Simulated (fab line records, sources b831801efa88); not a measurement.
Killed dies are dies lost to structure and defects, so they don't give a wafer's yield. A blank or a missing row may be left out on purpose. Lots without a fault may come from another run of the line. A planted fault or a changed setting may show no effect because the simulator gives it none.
Which tool did it? | flow gf180mcu | 7 lots, 21 wafers sampled, at 1 step of a route of 602

WHAT THE GAUGES READ, wafer by wafer
GF_STI_THK_MEAS_30.
lot  | measured    | on            | STI_OXIDATION_02_THK (nm)
L376 | day 2 18:08 | film_metro-04 | 9.85 9.69 9.81
L379 | day 3 08:49 | film_metro-04 | 10.15 10.04 9.85
L382 | day 3 21:53 | film_metro-04 | 10.17 10.20 10.14
L386 | day 4 18:55 | film_metro-03 | 9.95 10.05 9.72
L390 | day 5 19:53 | film_metro-02 | 10.08 10.03 9.96
L395 | day 6 19:08 | film_metro-02 | 10.11 9.94 10.03
L397 | day 7 05:13 | film_metro-04 | 10.02 10.00 9.90

WHICH TOOL RAN EACH LOT (tool, then ch and the chambers of the sampled wafers, then the start)
The record holds no process step before these readings.

THE ANSWER, worked out from the rows above alone
Rule: what is usual is taken from the lots themselves. Put in order of their means at a reading, lots are off if they are a third of the lots or fewer, leave a main group of 4 or more, and stand apart from it by a gap of 3 or more times the standard deviation of the main group's means; of several such gaps the widest counts. A main group whose means are all the same, to the digits that the tables above print for the reading, isn't used. A lot without any number at a reading at which 4 lots or more have one is off too. The other lots that the step has rows for count as sound.
No lot is off at any reading shown: from this, nothing can be told.

WHAT THE SIMULATOR HAD PUT IN
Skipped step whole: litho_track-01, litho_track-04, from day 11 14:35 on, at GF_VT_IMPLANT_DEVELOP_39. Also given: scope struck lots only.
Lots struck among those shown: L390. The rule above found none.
